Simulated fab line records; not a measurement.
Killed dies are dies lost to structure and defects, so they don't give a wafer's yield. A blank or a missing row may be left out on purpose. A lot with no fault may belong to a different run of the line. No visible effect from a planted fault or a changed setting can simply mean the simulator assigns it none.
Split-lot study    flow gf180mcu    23 wafers read from 5 lots, route of 602 steps

== SPLIT DETAILS ==
At GF_VT_IMPLANT_IMPLANT_08, the setting dose_cm2 was moved away from the recipe's 8.29e+12 on 5 of the 23 wafers read, by -15.5% to +15.5%. For the rest of the wafers, this setting stayed at what the recipe calls for.

== SPLIT TO READING: what lies between them in the file, 1 step ==
- GF_VT_IMPLANT_STRIP_09: strips in O2/N2

== THE READING ==
VT_IMPLANT_TW, at GF_VT_IMPLANT_TW_MEAS_10. Fault-free wafers of this fab line usually give 567, standard deviation 3.7.

wafer   tool, chamber at the split  dose_cm2 as run  against the recipe  VT_IMPLANT_TW  against lot-mates on the recipe
L076.1  implanter-02, 0             8.29e+12         recipe              567            -
L076.2  implanter-02, 0             7.003e+12        -15.5%              538            -32
L076.3  implanter-02, 0             8.29e+12         recipe              570            -
L076.5  implanter-02, 0             7.003e+12        -15.5%              541            -29
L076.6  implanter-02, 0             8.29e+12         recipe              573            -
L078.1  implanter-02, 0             8.29e+12         recipe              567            -
L078.2  implanter-02, 0             8.29e+12         recipe              567            -
L078.3  implanter-02, 0             8.29e+12         recipe              568            -
L078.4  implanter-02, 0             8.29e+12         recipe              566            -
L078.6  implanter-02, 0             8.29e+12         recipe              568            -
L081.1  implanter-04, 0             8.29e+12         recipe              566            -
L081.2  implanter-04, 0             9.578e+12        +15.5%              595            +29
L081.3  implanter-04, 0             8.29e+12         recipe              566            -
L081.4  implanter-04, 0             9.578e+12        +15.5%              590            +24
L081.6  implanter-04, 0             9.578e+12        +15.5%              591            +25
L080.1  implanter-03, 0             8.29e+12         recipe              569            -
L080.3  implanter-03, 0             8.29e+12         recipe              570            -
L080.5  implanter-03, 0             8.29e+12         recipe              569            -
L085.1  implanter-04, 0             8.29e+12         recipe              568            -
L085.2  implanter-04, 0             8.29e+12         recipe              569            -
L085.3  implanter-04, 0             8.29e+12         recipe              567            -
L085.5  implanter-04, 0             8.29e+12         recipe              570            -
L085.6  implanter-04, 0             8.29e+12         recipe              571            -

FIT RESULTS
A straight line over all 23 wafers: VT_IMPLANT_TW changes by +1.66 for each +1% of dose_cm2; r = +0.98; the points scatter about the line by 2.3.
The same after taking each lot's own level away (the mean of its wafers on the recipe; 23 wafers): +1.8 for each +1%; r = +0.99; scatter 1.8.
On that fit, the largest move of dose_cm2 shifts the reading by 28.
The lots' own levels span 566.0 to 570.0, that is 1.1 times the standard deviation above.
The two slopes are in agreement: the lot-to-lot level therefore moves the slope only a little.
Check: +27 against its lot-mates is what the line predicts for one of the wafers moved furthest among these (+15.5%) when that wafer is left out of the fit. It came out at +29 against them.

== THESE WAFERS: OTHER SPLITS ==
Note: prior to the reading, these wafers also went through further splits. Each is held against what the fit with the lots' levels taken away leaves over:
other split on the same wafers    wafers away from the commonest value  r with VT_IMPLANT_TW (lot level and that fit taken away)
GF_STI_OXIDATION_01 temp_c        18                                    +0.14
GF_DNWELL_COAT_02 resist_thk_nm   8                                     +0.09
GF_LVPWELL_IMPLANT_08 energy_kev  9                                     +0.26
GF_MVSD_IMPLANT_08 energy_kev     7                                     +0.27
GF_MVPSD_IMPLANT_08 energy_kev    11                                    -0.12
GF_VT_IMPLANT_SOFTBAKE_03 temp_c  8                                     -0.22

== THE FILE'S OWN FIT ==
VT_IMPLANT_TW changes by +1.82 for each +1% of dose_cm2, r = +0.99.
